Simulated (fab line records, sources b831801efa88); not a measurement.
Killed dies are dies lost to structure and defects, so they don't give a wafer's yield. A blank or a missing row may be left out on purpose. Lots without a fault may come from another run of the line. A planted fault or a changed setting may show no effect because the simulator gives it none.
Which tool did it? | flow sky130 | 6 lots, 18 wafers sampled, at 3 steps of a route of 708

WHAT THE GAUGES READ, wafer by wafer
SKY_GATE_OXIDE_TW_MEAS_14.
lot  | measured     | on            | GATE_OXIDE_TW
L794 | day 14 16:19 | film_metro-01 | 224.0 225.6 225.0
L796 | day 15 11:31 | film_metro-02 | 221.7 223.7 220.7
L798 | day 15 23:04 | film_metro-03 | 225.3 225.7 224.1
L802 | day 17 01:06 | film_metro-01 | 223.7 225.1 224.3
L807 | day 18 22:51 | film_metro-01 | 232.6 233.2 233.1
L809 | day 19 17:58 | film_metro-02 | 231.8 231.0 232.1

WHICH TOOL RAN EACH LOT (tool, then ch and the chambers of the sampled wafers, then the start)
lot  | SKY_VT_ADJUST_PCH_STRIP_09           | SKY_GATE_OXIDE_IMPLANT_11
L794 | plasma_asher-03 ch 0,1, day 11 01:00 | implanter-04 ch 0, day 14 15:57
L796 | plasma_asher-01 ch 0,1, day 11 18:24 | implanter-03 ch 0, day 15 11:04
L798 | plasma_asher-03 ch 0,1, day 12 10:12 | implanter-04 ch 0, day 15 22:43
L802 | plasma_asher-03 ch 0,1, day 13 10:15 | implanter-01 ch 0, day 17 00:45
L807 | plasma_asher-04 ch 0,1, day 15 00:03 | implanter-01 ch 0, day 18 22:29
L809 | plasma_asher-04 ch 0,1, day 15 14:04 | implanter-01 ch 0, day 19 17:38
- SKY_VT_ADJUST_PCH_STRIP_09: strips in O2/N2.
- SKY_GATE_OXIDE_IMPLANT_11

THE ANSWER, worked out from the rows above alone
Rule: what is usual is taken from the lots themselves. Put in order of their means at a reading, lots are off if they are a third of the lots or fewer, leave a main group of 4 or more, and stand apart from it by a gap of 3 or more times the standard deviation of the main group's means; of several such gaps the widest counts. A main group whose means are all the same, to the digits that the tables above print for the reading, isn't used. A lot without any number at a reading at which 4 lots or more have one is off too. The other lots that the step has rows for count as sound.
Off: L807, L809, at SKY_GATE_OXIDE_TW_MEAS_14 (GATE_OXIDE_TW). The main group: mean 224.1, standard deviation 1.2.
A tool fits if, at a process step before that reading, it ran every lot that is off, and no sound lot after the first of them. The gauges at SKY_GATE_OXIDE_TW_MEAS_14 are tried like those tools. Can't be told from this: 2 tools fit, plasma_asher-04 at SKY_VT_ADJUST_PCH_STRIP_09, implanter-01 at SKY_GATE_OXIDE_IMPLANT_11.

WHAT THE SIMULATOR HAD PUT IN
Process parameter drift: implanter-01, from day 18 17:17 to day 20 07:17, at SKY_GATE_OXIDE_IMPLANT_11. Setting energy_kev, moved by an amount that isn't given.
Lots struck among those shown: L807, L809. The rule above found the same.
